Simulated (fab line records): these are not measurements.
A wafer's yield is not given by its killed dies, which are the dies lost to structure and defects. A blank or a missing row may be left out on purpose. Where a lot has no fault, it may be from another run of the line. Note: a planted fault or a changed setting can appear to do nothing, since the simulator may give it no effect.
fab line records | flow sky130
[record] lots = 12 | wafers = 36 | last_day = 50
route steps=708 shown METAL1@449 VIA1@478 METAL2@485 VIA2@509 PAD_OPEN@708
lots with no fault: from the same line, run without faults
start_h: hours from the record's opening day to when the first of the lot's shown wafers began | wait_h: how many hours have passed since the lot's step before this one | " same as the row above | L1.1+2: a row that stands for several wafers | - no value, or no start was given | * or withheld: withheld | < > ~ a bound
route shown NAME@n: NAME is a module with steps in the file, n the number in the route of the first one | usual: mean and standard deviation over wafers with no fault | same: alike in all rows | chamber/n: place in a boat | sites: the reading at each site | _std_site: their standard deviation | _edge_site: outer sites' mean less inner sites' | radius_mm: how far each site lies from the wafer's centre | mask NAME#n: copy n | behind: tool/chamber where the wafer was last shaped | hold: cause of the lot's hold/its duration in hours/its outcome | device: which transistor (n, p or np) failed to switch | end of line: the tests these same wafers got at the end of their route | where a step has no rows: the recipe by itself | killed: at the first sort, the dies lost to defects and structure; wafer yield is something else | map: per-die view of a wafer (x killed, . not killed, _ where there is no die)
set.NAME: the setting as run; set.NAME@STEP: as run at that earlier step | model.NAME: the simulator's own value behind a step, which no gauge read
steps of the route over a sample of lots; a table a step, a row a wafer
services: a tool's chamber out of use, with start hour (start_h, from the record's first day; less than 0 if before it), hours out, and reason
[[steps]]
[step SKY_METAL1_CD_MEAS_15]
[recipe] target_cd_nm = 140
[usual] cd_nm = 139.6/1.3
lot.wafer | tool      | chamber | start_h | wait_h | cd_nm
L111.1    | cd_sem-01 | -       | 794.52  | -      | 138.7
L111.2    | "         | -       | "       | "      | 137.9
L111.3    | "         | -       | "       | "      | 138.8
L110.1    | cd_sem-02 | -       | 795.52  | -      | 138.7
L110.3    | "         | -       | "       | "      | 140.3
L110.5    | "         | -       | "       | "      | 139.4
L114.2    | cd_sem-01 | -       | 797.69  | -      | 137.8
L114.3    | "         | -       | "       | "      | 139.0
L114.5    | "         | -       | "       | "      | 138.9
L115.2    | cd_sem-02 | -       | 798.73  | -      | 139.8
L115.3    | "         | -       | "       | "      | 139.4
L115.5    | "         | -       | "       | "      | 137.4
L121.1    | cd_sem-02 | -       | 862.16  | -      | 140.8
L121.5    | "         | -       | "       | "      | 140.9
L121.6    | "         | -       | "       | "      | 141.5
L123.3    | cd_sem-01 | -       | 863.51  | -      | 141.1
L123.4    | "         | -       | "       | "      | 139.0
L123.6    | "         | -       | "       | "      | 140.1
L122.1    | cd_sem-02 | -       | 866.72  | -      | 140.6
L122.4    | "         | -       | "       | "      | 138.9
L122.5    | "         | -       | "       | "      | 139.7
L129.1    | cd_sem-02 | -       | 912.53  | -      | 136.7
L129.3    | "         | -       | "       | "      | 135.9
L129.6    | "         | -       | "       | "      | 137.6
L131.3    | cd_sem-02 | -       | 920.15  | -      | 140.4
L131.5    | "         | -       | "       | "      | 140.0
L131.6    | "         | -       | "       | "      | 140.9
L132.3    | cd_sem-02 | -       | 921.22  | -      | 140.5
L132.5    | "         | -       | "       | "      | 140.3
L132.6    | "         | -       | "       | "      | 139.0
L130.2    | cd_sem-01 | -       | 921.90  | -      | 139.8
L130.4    | "         | -       | "       | "      | 140.3
L130.5    | "         | -       | "       | "      | 140.7
L133.2    | cd_sem-01 | -       | 923.43  | -      | 141.0
L133.4    | "         | -       | "       | "      | 140.3
L133.6    | "         | -       | "       | "      | 138.4
[step SKY_VIA1_SPUTTER_20]
[recipe] material = TiN | target_thk_nm = 20 | chamber_pressure_pa = 5 | power_w = 4000 | time_s = 80
[usual] cathode_dc_power_W = 3999.9/0.67 | chamber_pressure_pa = 5.000/0.01 | throttle_valve_pct = 29.9/1
[same] time_s = 80
lot.wafer | tool           | chamber | start_h | wait_h | cathode_dc_power_W | chamber_pressure_pa | throttle_valve_pct
L111.1    | pvd_sputter-02 | -       | 837.26  | 0.1    | 4000.0             | 4.993               | 31.9
L111.2    | "              | -       | "       | "      | 4000.3             | 5.002               | 29.7
L111.3    | "              | -       | "       | "      | 4001.2             | 4.971               | 29.2
L110.1    | pvd_sputter-02 | -       | 837.55  | 0.0    | 4000.2             | 4.999               | 31.3
L110.3    | "              | -       | "       | "      | 3999.7             | 5.003               | 31.6
L110.5    | "              | -       | "       | "      | 4001.2             | 4.997               | 29.1
L114.2    | pvd_sputter-02 | -       | 837.91  | 0.0    | 4000.1             | 4.977               | 31.1
L114.3    | "              | -       | "       | "      | 3999.9             | 5.006               | 29.5
L114.5    | "              | -       | "       | "      | 3999.3             | 5.004               | 30.0
L115.2    | pvd_sputter-03 | -       | 838.20  | 0.0    | 3999.0             | 4.995               | 30.6
L115.3    | "              | -       | "       | "      | 3999.7             | 5.014               | 28.5
L115.5    | "              | -       | "       | "      | 3999.4             | 4.999               | 28.5
L121.1    | pvd_sputter-02 | -       | 889.57  | 0.0    | 4000.1             | 4.999               | 31.2
L121.5    | "              | -       | "       | "      | 3999.0             | 5.006               | 29.9
L121.6    | "              | -       | "       | "      | 3999.6             | 4.990               | 31.6
L123.3    | pvd_sputter-03 | -       | 891.24  | 0.0    | 3999.9             | 4.983               | 30.8
L123.4    | "              | -       | "       | "      | 4000.4             | 4.981               | 29.3
L123.6    | "              | -       | "       | "      | 3999.3             | 4.992               | 29.6
L122.1    | pvd_sputter-01 | -       | 894.32  | 0.0    | 4000.5             | 4.998               | 28.4
L122.4    | "              | -       | "       | "      | 3999.2             | 4.987               | 30.1
L122.5    | "              | -       | "       | "      | 3999.4             | 4.995               | 29.4
L129.1    | pvd_sputter-02 | -       | 939.66  | 0.0    | 4000.0             | 4.997               | 29.1
L129.3    | "              | -       | "       | "      | 3999.9             | 4.999               | 29.8
L129.6    | "              | -       | "       | "      | 4000.1             | 5.005               | 29.7
L131.3    | pvd_sputter-01 | -       | 947.49  | 0.0    | 3999.4             | 5.014               | 29.4
L131.5    | "              | -       | "       | "      | 4000.2             | 4.990               | 30.0
L131.6    | "              | -       | "       | "      | 3999.6             | 4.995               | 29.3
L132.3    | pvd_sputter-03 | -       | 948.35  | 0.0    | 3999.1             | 5.003               | 28.6
L132.5    | "              | -       | "       | "      | 4000.0             | 5.003               | 28.4
L132.6    | "              | -       | "       | "      | 4000.4             | 5.015               | 30.6
L130.2    | pvd_sputter-03 | -       | 949.14  | 0.0    | 3999.4             | 5.007               | 28.5
L130.4    | "              | -       | "       | "      | 3999.8             | 4.983               | 30.5
L130.5    | "              | -       | "       | "      | 4000.3             | 4.986               | 29.4
L133.2    | pvd_sputter-02 | -       | 949.80  | 0.0    | 3998.6             | 4.998               | 29.9
L133.4    | "              | -       | "       | "      | 3998.4             | 5.003               | 31.3
L133.6    | "              | -       | "       | "      | 4000.1             | 5.005               | 29.3
[step SKY_METAL2_SPUTTER_02]
[recipe] material = AlCu | target_thk_nm = 250 | power_w = 10600 | time_s = 13.3 | chamber_pressure_pa = 0.4
[usual] cathode_dc_power_W = 10600/2 | chamber_pressure_pa = 0.4001/0.00083 | throttle_valve_pct = 30.1/1.2
[same] time_s = 13.3
lot.wafer | tool           | chamber | start_h | wait_h | cathode_dc_power_W | chamber_pressure_pa | throttle_valve_pct
L111.1    | pvd_sputter-02 | -       | 838.19  | 0.0    | 10599              | 0.4016              | 31.7
L111.2    | "              | -       | "       | "      | 10596              | 0.3989              | 29.9
L111.3    | "              | -       | "       | "      | 10603              | 0.3986              | 31.6
L110.1    | pvd_sputter-04 | -       | 838.24  | 0.0    | 10601              | 0.4004              | 30.6
L110.3    | "              | -       | "       | "      | 10601              | 0.3991              | 32.1
L110.5    | "              | -       | "       | "      | 10601              | 0.3995              | 28.9
L114.2    | pvd_sputter-04 | -       | 838.60  | 0.0    | 10599              | 0.4003              | 28.7
L114.3    | "              | -       | "       | "      | 10601              | 0.4009              | 28.9
L114.5    | "              | -       | "       | "      | 10601              | 0.3990              | 28.8
L115.2    | pvd_sputter-02 | -       | 838.89  | 0.0    | 10599              | 0.4007              | 31.4
L115.3    | "              | -       | "       | "      | 10600              | 0.4001              | 29.5
L115.5    | "              | -       | "       | "      | 10603              | 0.4000              | 31.3
L121.1    | pvd_sputter-02 | -       | 890.37  | 0.0    | 10600              | 0.3871              | 30.0
L121.5    | "              | -       | "       | "      | 10600              | 0.3877              | 31.9
L121.6    | "              | -       | "       | "      | 10597              | 0.3870              | 29.9
L123.3    | pvd_sputter-02 | -       | 891.95  | 0.0    | 10603              | 0.3865              | 30.6
L123.4    | "              | -       | "       | "      | 10602              | 0.3875              | 29.6
L123.6    | "              | -       | "       | "      | 10602              | 0.3883              | 31.9
L122.1    | pvd_sputter-04 | -       | 895.13  | 0.0    | 10599              | 0.3990              | 32.0
L122.4    | "              | -       | "       | "      | 10599              | 0.3992              | 29.0
L122.5    | "              | -       | "       | "      | 10602              | 0.4001              | 28.7
L129.1    | pvd_sputter-04 | -       | 940.59  | 0.0    | 10599              | 0.3999              | 28.8
L129.3    | "              | -       | "       | "      | 10601              | 0.3983              | 28.6
L129.6    | "              | -       | "       | "      | 10600              | 0.3994              | 30.1
L131.3    | pvd_sputter-04 | -       | 949.90  | 0.0    | 10601              | 0.3993              | 28.8
L131.5    | "              | -       | "       | "      | 10598              | 0.4000              | 28.9
L131.6    | "              | -       | "       | "      | 10603              | 0.3999              | 30.2
L132.3    | pvd_sputter-01 | -       | 950.67  | 0.0    | 10599              | 0.4012              | 29.1
L132.5    | "              | -       | "       | "      | 10596              | 0.4001              | 28.6
L132.6    | "              | -       | "       | "      | 10601              | 0.4006              | 29.3
L130.2    | pvd_sputter-01 | -       | 951.10  | 0.0    | 10593              | 0.3999              | 28.8
L130.4    | "              | -       | "       | "      | 10598              | 0.4013              | 29.2
L130.5    | "              | -       | "       | "      | 10598              | 0.3996              | 29.2
L133.2    | pvd_sputter-04 | -       | 951.57  | 0.0    | 10603              | 0.3990              | 28.6
L133.4    | "              | -       | "       | "      | 10600              | 0.3984              | 32.2
L133.6    | "              | -       | "       | "      | 10602              | 0.4001              | 32.0
[step SKY_VIA2_CMP_02]
[recipe] material = SiO2 | down_force_psi = 4 | platen_rpm = 60 | pad_velocity_m_s = 0.94248
[usual] motor_current_A = 12.7/1.2
lot.wafer | tool   | chamber | start_h | wait_h | motor_current_A
L111.2    | cmp-01 | 2       | 865.79  | 0.1    | 14.9
L111.1    | "      | 3       | "       | "      | 11.6
L111.3    | "      | 0       | "       | "      | 11.7
L110.3    | cmp-02 | 3       | 865.94  | 0.1    | 13.1
L110.1    | "      | 1       | "       | "      | 13.9
L110.5    | "      | 2       | "       | "      | 11.5
L114.3    | cmp-01 | 0       | 866.14  | 0.1    | 11.5
L114.2    | "      | 1       | "       | "      | 11.5
L114.5    | "      | 0       | "       | "      | 12.1
L115.3    | cmp-02 | 3       | 866.25  | 0.0    | 12.5
L115.2    | "      | 2       | "       | "      | 11.4
L115.5    | "      | 0       | "       | "      | 13.6
L121.1    | cmp-02 | 1       | 917.51  | 1.0    | 13.9
L121.5    | "      | 2       | "       | "      | 11.7
L121.6    | "      | 3       | "       | "      | 12.5
L123.3    | cmp-02 | 1       | 917.96  | 0.1    | 13.9
L123.4    | "      | 2       | "       | "      | 11.4
L123.6    | "      | 2       | "       | "      | 11.8
L122.4    | cmp-02 | 1       | 922.10  | 0.1    | 13.3
L122.1    | "      | 0       | "       | "      | 14.4
L122.5    | "      | 1       | "       | "      | 14.0
L129.3    | cmp-01 | 3       | 965.84  | 0.1    | 11.4
L129.1    | "      | 1       | "       | "      | 11.5
L129.6    | "      | 3       | "       | "      | 11.8
L131.3    | cmp-02 | 1       | 974.34  | 0.2    | 14.4
L131.6    | "      | 2       | "       | "      | 11.9
L131.5    | "      | 3       | "       | "      | 12.1
L132.3    | cmp-01 | 2       | 975.23  | 0.0    | 13.3
L132.5    | "      | 2       | "       | "      | 14.2
L132.6    | "      | 3       | "       | "      | 11.8
L130.2    | cmp-01 | 3       | 975.95  | 0.0    | 11.1
L130.4    | "      | 0       | "       | "      | 11.8
L130.5    | "      | 3       | "       | "      | 12.5
L133.4    | cmp-01 | 0       | 977.08  | 0.0    | 12.1
L133.2    | "      | 2       | "       | "      | 13.8
L133.6    | "      | 0       | "       | "      | 11.4
[step SKY_PAD_OPEN_PROBE_99]
[usual] defect_limited_yield = 83.0/1.8 | killed_at_M0_to_M3 = 42/6.6 | killed_at_M4_up = 3.0/1.7 | killed_at_contacts = 24/5.3 | killed_at_front_end = 15/4.5 | killed_at_other = 0.2/0.49 | killed_dies = 83/9 | killed_open = 45/6.9 | killed_short = 38/5.8 | sort_bin_3_pad_short = 0.8/0.4 | sort_bin_5_function = 10.0/1.5 | sort_bin_6_memory = 6.1/1.1 | sort_n_pass = 409/9 | sort_yield_pct = 83.0/1.8
[same] gross_dies = 492 | killed_at_back_side = 0 | sort_bin_4_leakage[%] = 0 | sort_bin_8_speed[%] = 0
lot.wafer | tool      | chamber | start_h | wait_h | defect_limited_yield[%] | killed_at_M0_to_M3 | killed_at_M4_up | killed_at_contacts | killed_at_front_end | killed_at_other | killed_dies | killed_open | killed_short | sort_bin_3_pad_short[%] | sort_bin_5_function[%] | sort_bin_6_memory[%] | sort_n_pass | sort_yield_pct[%]
L114.2    | prober-01 | -       | 1116.31 | 0.1    | 84.3                    | 37                 | 3               | 29                 | 8                   | 0               | 77          | 41          | 36           | 1.4                     | 8.9                    | 5.3                  | 415         | 84.3
L114.3    | prober-01 | -       | 1116.36 | 0.2    | 81.1                    | 41                 | 6               | 30                 | 16                  | 0               | 93          | 51          | 42           | 1.0                     | 10.6                   | 7.3                  | 399         | 81.1
L114.5    | prober-01 | -       | 1116.46 | 0.2    | 83.5                    | 40                 | 4               | 28                 | 9                   | 0               | 81          | 47          | 34           | 0.4                     | 10.8                   | 5.3                  | 411         | 83.5
L132.3    | prober-02 | -       | 1193.20 | 0.2    | 83.9                    | 38                 | 3               | 22                 | 16                  | 0               | 79          | 40          | 39           | 1.4                     | 9.1                    | 5.5                  | 413         | 83.9
L132.5    | prober-02 | -       | 1193.30 | 0.2    | 84.8                    | 39                 | 2               | 25                 | 9                   | 0               | 75          | 47          | 28           | 0                       | 9.1                    | 6.1                  | 417         | 84.8
L132.6    | prober-02 | -       | 1193.35 | 0.2    | 83.7                    | 42                 | 2               | 21                 | 15                  | 0               | 80          | 43          | 37           | 0.6                     | 11.0                   | 4.7                  | 412         | 83.7
// killed by level:class
L114.2 CONTACT:geometric_particle:open=10 LI_CONTACT:geometric_particle:open=8 VIA1:geometric_particle:open=7 VIA1:geometric_particle:short=7 VIA3:geometric_particle:open=7 LI_CONTACT:geometric_particle:short=4 CONTACT:geometric_particle:short=4 METAL2:geometric_particle:short=4
L114.3 CONTACT:geometric_particle:open=12 METAL2:geometric_particle:short=8 VIA1:geometric_particle:open=8 VIA3:geometric_particle:open=8 LI_CONTACT:geometric_particle:open=7 SPACER:geometric_particle:open=6 CONTACT:geometric_particle:short=5 METAL4:geometric_particle:short=5
L114.5 CONTACT:geometric_particle:open=15 VIA1:geometric_particle:open=9 VIA3:geometric_particle:open=8 METAL2:geometric_particle:short=6 VIA2:geometric_particle:open=6 METAL1:geometric_particle:short=5 LOCAL_INTERCONNECT:geometric_particle:short=4 METAL4:geometric_particle:short=4
L132.3 LI_CONTACT:geometric_particle:open=8 VIA1:geometric_particle:open=7 VIA3:geometric_particle:open=6 CONTACT:geometric_particle:open=6 FIELD_ISO:geometric_particle:short=5 METAL2:geometric_particle:short=5 POLY_GATE:geometric_particle:short=4 LI_CONTACT:geometric_particle:short=4
L132.5 CONTACT:geometric_particle:open=11 VIA2:geometric_particle:open=9 VIA1:geometric_particle:open=8 LI_CONTACT:geometric_particle:open=8 VIA3:geometric_particle:open=6 VIA2:geometric_particle:short=4 METAL2:geometric_particle:short=4 FIELD_ISO:geometric_particle:short=3
L132.6 VIA1:geometric_particle:open=11 LI_CONTACT:geometric_particle:open=9 METAL2:geometric_particle:short=8 VIA3:geometric_particle:open=7 LOCAL_INTERCONNECT:geometric_particle:short=6 FIELD_ISO:geometric_particle:short=5 POLY_GATE:geometric_particle:open=5 CONTACT:geometric_particle:open=4
[[services]]
tool           | chamber | start_h | hours | kind
pvd_sputter-01 | -       | 824.39  | 1.0   | repair
pvd_sputter-04 | -       | 845.72  | 6.7   | repair
cmp-01         | -       | 851.20  | 0.4   | repair
pvd_sputter-02 | -       | 908.35  | 4.1   | repair
cmp-01         | -       | 912.00  | 4.0   | pm
cmp-01         | -       | 916.00  | -     | consumable_replace:conditioner
cmp-01         | -       | 916.00  | -     | consumable_replace:pad
cmp-02         | -       | 930.79  | 0.7   | repair
pvd_sputter-03 | -       | 962.79  | 1.5   | repair
pvd_sputter-03 | -       | 968.51  | 6.8   | repair
[[key]]
[first_sign] step = SKY_METAL2_SPUTTER_02 | reading = chamber_pressure_pa | direction = down | sigmas = 15 | usual = 0.4001 | struck = 0.3873
effect none on later readings
met_at SKY_METAL2_SPUTTER_02
struck_lots L121,L123
not_acting_at SKY_METAL1_CD_MEAS_15,SKY_VIA1_SPUTTER_20,SKY_VIA2_CMP_02
onset_between 838.89 890.37
[fault] kind = process_parameter_drift | tool = pvd_sputter-02 | chamber = - | onset_h = 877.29 | steps = SKY_METAL2_SPUTTER_02 | channel = chamber_pressure_pa | offset = -0.013216 | shape = step | end_h = 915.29 | acts_in = these_recipes_only | stated = 0.4
